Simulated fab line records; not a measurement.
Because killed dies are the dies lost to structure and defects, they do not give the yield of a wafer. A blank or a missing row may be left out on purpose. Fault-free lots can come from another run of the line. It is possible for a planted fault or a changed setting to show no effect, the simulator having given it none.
Which tool is to blame?    flow sky130    34 wafers from 12 lots sampled at 5 of the route's 708 steps

## WHAT THE GAUGES READ, wafer by wafer
SKY_NWELL_THK_MEAS_02. Usual: NWELL_OXIDATION_THK 10.03 nm, standard deviation 0.19.
lot   measured     on            NWELL_OXIDATION_THK (nm)  flag
L403  day 2 13:11  filmMetro-04  10.11 10.07 10.20         
L404  day 2 17:52  filmMetro-01  10.11 10.16 10.17         
L408  day 3 12:55  filmMetro-04  9.96 9.97 10.03           
L409  day 3 20:02  filmMetro-04  9.75 9.85 9.83            
L410  day 4 01:02  filmMetro-04  9.96 9.96 10.05           
L412  day 4 09:49  filmMetro-04  9.97 9.87 9.76            
L414  day 5 01:22  filmMetro-01  10.11                     
L416  day 5 08:15  filmMetro-01  9.78                      
L421  day 6 17:11  filmMetro-04  10.21 10.08 10.20         
L422  day 7 01:11  filmMetro-01  10.27 10.13 10.28         
L424  day 7 05:20  filmMetro-04  10.04 10.31 10.07         
L426  day 7 14:48  filmMetro-04  9.75 9.79 10.02           

SKY_LDD_N_OVL_MEAS_07. Usual: LDD_N_OVL -0.5 nm, standard deviation 1.2.
lot   measured      on          LDD_N_OVL (nm)  flag
L403  day 17 04:29  overlay-01  0.2 0.1 -0.4    
L404  day 17 20:13  overlay-02  0.9 -0.9 -0.6   
L408  day 20 07:34  overlay-01  -0.8 -1.6 0.5   
L409  day 20 07:27  overlay-02  0.1 1.2 0.0     
L410  day 20 07:45  overlay-02  -0.4 -0.6 -2.2  
L412  day 20 22:18  overlay-02  -0.1 -1.8 -1.3  
L414  day 21 17:55  overlay-01  -3.0            
L416  day 22 04:37  overlay-01  -0.2            
L421  day 24 12:37  overlay-02  0.8 0.7 -0.5    
L422  day 25 00:52  overlay-02  0.3 1.8 2.1     
L424  day 25 02:39  overlay-02  -1.3 2.2 0.7    
L426  day 25 18:27  overlay-02  -0.2 1.1 -0.5   

## WHICH TOOL RAN EACH LOT (tool, then ch and the chambers of the sampled wafers, then the start)
lot   SKY_FIELD_ISO_ETCH_15             SKY_FIELD_ISO_STRIP_16              SKY_VT_ADJUST_PCH_STRIP_09
L403  rieDiel-03 ch 2,3, day 2 05:09    plasmaAsher-02 ch 0,1, day 2 05:12  plasmaAsher-03 ch 0,1, day 10 09:14
L404  rieDiel-02 ch 1,2,3, day 2 10:03  plasmaAsher-02 ch 0,1, day 2 10:06  plasmaAsher-01 ch 0,1, day 10 13:14
L408  rieDiel-03 ch 0,2,3, day 3 07:12  plasmaAsher-01 ch 0,1, day 3 07:17  plasmaAsher-01 ch 0,1, day 11 19:21
L409  rieDiel-02 ch 0,2,3, day 3 11:46  plasmaAsher-03 ch 0,1, day 3 11:49  plasmaAsher-03 ch 0,1, day 12 06:11
L410  rieDiel-03 ch 1,2,3, day 3 17:07  plasmaAsher-02 ch 0,1, day 3 17:10  plasmaAsher-02 ch 0,1, day 12 13:14
L412  rieDiel-04 ch 1,2, day 4 03:39    plasmaAsher-02 ch 0,1, day 4 03:42  plasmaAsher-03 ch 1, day 12 23:46
L414  rieDiel-02 ch 0,3, day 4 13:49    plasmaAsher-01 ch 0,1, day 4 13:54  plasmaAsher-02 ch 1, day 13 19:07
L416  rieDiel-02 ch 0,2, day 5 00:27    plasmaAsher-01 ch 0,1, day 5 00:32  plasmaAsher-01 ch 1, day 14 04:36
L421  rieDiel-03 ch 1,2,3, day 6 03:24  plasmaAsher-01 ch 0, day 6 03:27    plasmaAsher-01 ch 0,1, day 16 06:50
L422  rieDiel-03 ch 1,3, day 6 08:03    plasmaAsher-03 ch 0, day 6 08:06    plasmaAsher-01 ch 0,1, day 16 19:05
L424  rieDiel-03 ch 0,1,2, day 6 19:13  plasmaAsher-03 ch 0,1, day 6 19:16  plasmaAsher-01 ch 0,1, day 17 00:47
L426  rieDiel-03 ch 1,2,3, day 7 06:58  plasmaAsher-01 ch 0,1, day 7 07:01  plasmaAsher-01 ch 0,1, day 17 14:26
- SKY_FIELD_ISO_ETCH_15: etches the open film in CHF3/O2, stops on Si, target depth 180 nm, time 72 s.
- SKY_FIELD_ISO_STRIP_16: strips in O2/N2.
- SKY_VT_ADJUST_PCH_STRIP_09: strips in O2/N2.

## WHAT THE TOOLS THEMSELVES READ (means of the sampled wafers that have a number; where no wafer has one, the mark that the record gives instead)
SKY_FIELD_ISO_ETCH_15. Usual: biasW 200.0 W, standard deviation 0.63; drypumpMotorCurrentA 5.8 A, standard deviation 0.41; oesProductAu 0.947 a.u., standard deviation 0.006; throttleValvePct 8.844 %, standard deviation 0.0091.
lot   tool        biasW (W)  drypumpMotorCurrentA (A)  oesProductAu (a.u.)  throttleValvePct (%)  flag
L403  rieDiel-03  200.2      5.8                       0.949                8.838                 
L404  rieDiel-02  200.0      5.5                       0.947                8.847                 
L408  rieDiel-03  199.4      6.1                       0.942                8.843                 
L409  rieDiel-02  199.7      5.5                       0.954                8.830                 
L410  rieDiel-03  200.1      5.7                       0.954                8.841                 
L412  rieDiel-04  200.1      5.9                       0.953                8.857                 
L414  rieDiel-02  199.6      5.4                       0.825                8.821                 OFF
L416  rieDiel-02  198.9      5.7                       0.830                8.815                 OFF
L421  rieDiel-03  200.1      5.7                       0.948                8.847                 
L422  rieDiel-03  200.1      5.4                       0.943                8.839                 
L424  rieDiel-03  200.1      6.0                       0.952                8.843                 
L426  rieDiel-03  200.4      5.7                       0.952                8.842                 

SKY_FIELD_ISO_STRIP_16. Usual: drypumpMotorCurrentA 5.6 A, standard deviation 0.51; n2FlowSccm 300.0 sccm, standard deviation 0.9; oesProductAu 0.378 a.u., standard deviation 0.0045; stripTimeToEndpointS 3.556 s, standard deviation 0.027.
lot   tool            drypumpMotorCurrentA (A)  n2FlowSccm (sccm)  oesProductAu (a.u.)  stripTimeToEndpointS (s)  flag
L403  plasmaAsher-02  5.3                       300.1              0.379                3.539                     
L404  plasmaAsher-02  5.3                       298.8              0.382                3.572                     
L408  plasmaAsher-01  5.8                       300.0              0.380                3.562                     
L409  plasmaAsher-03  5.7                       300.0              0.378                3.556                     
L410  plasmaAsher-02  5.3                       299.5              0.377                3.543                     
L412  plasmaAsher-02  5.6                       300.4              0.376                3.570                     
L414  plasmaAsher-01  5.7                       300.2              0.390                3.927                     OFF
L416  plasmaAsher-01  5.7                       301.0              0.393                3.924                     OFF
L421  plasmaAsher-01  4.9                       299.8              0.382                3.565                     
L422  plasmaAsher-03  5.6                       300.0              0.375                3.540                     
L424  plasmaAsher-03  5.8                       299.3              0.376                3.560                     
L426  plasmaAsher-01  5.9                       299.9              0.377                3.554                     

SKY_VT_ADJUST_PCH_STRIP_09. Usual: drypumpMotorCurrentA 5.6 A, standard deviation 0.5; n2FlowSccm 299.9 sccm, standard deviation 0.93; oesProductAu 0.723 a.u., standard deviation 0.0046; stripTimeToEndpointS 36.93 s, standard deviation 0.088.
lot   tool            drypumpMotorCurrentA (A)  n2FlowSccm (sccm)  oesProductAu (a.u.)  stripTimeToEndpointS (s)  flag
L403  plasmaAsher-03  5.7                       299.0              0.722                37.03                     
L404  plasmaAsher-01  5.9                       299.2              0.718                36.97                     
L408  plasmaAsher-01  5.4                       300.3              0.726                36.96                     
L409  plasmaAsher-03  5.7                       298.9              0.719                36.89                     
L410  plasmaAsher-02  5.3                       299.8              0.723                36.95                     
L412  plasmaAsher-03  5.8                       299.6              0.722                36.84                     
L414  plasmaAsher-02  5.8                       300.8              0.727                37.03                     
L416  plasmaAsher-01  6.3                       300.0              0.729                36.83                     
L421  plasmaAsher-01  5.4                       300.1              0.727                36.79                     
L422  plasmaAsher-01  5.9                       300.7              0.721                36.97                     
L424  plasmaAsher-01  5.9                       299.0              0.718                36.88                     
L426  plasmaAsher-01  5.9                       301.5              0.721                36.87                     

## THE ANSWER, worked out from the rows above alone
Rule: a lot counts as off when the mean over its wafers that have a number is more than 3 standard deviations away from the usual mean. Also off: a lot with no number at a reading for which 4 or more lots have one. The other lots that the step has rows for count as sound. Order of review: gauges by route order, followed by the tools' own readings, for which a lot's mean as printed above is used. At the first step where some lot is off, the reading lying furthest off is the one used; lots without a number count as furthest.
Off: L414, L416 (SKY_FIELD_ISO_ETCH_15, oesProductAu).
If a tool, at that step or one of the process steps before it, ran each lot that is off and ran no sound lot following the first of them, it fits. One candidate fits, namely rieDiel-02 at SKY_FIELD_ISO_ETCH_15. Its last sound lot is L409 (day 3 11:46), its first lot that is off L414 (day 4 13:49): a fault that began between those two fits.
The tool's own readings at SKY_FIELD_ISO_ETCH_15 bear it out: on the lots that are off they differ by more than 5 times the standard deviation of the sound lots' means. oesProductAu reads 0.827 a.u. there against 0.949 a.u. on the sound lots.

## WHAT THE SIMULATOR HAD INSERTED
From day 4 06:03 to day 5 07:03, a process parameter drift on rieDiel-02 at SKY_FIELD_ISO_ETCH_15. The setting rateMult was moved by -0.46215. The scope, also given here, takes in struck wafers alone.
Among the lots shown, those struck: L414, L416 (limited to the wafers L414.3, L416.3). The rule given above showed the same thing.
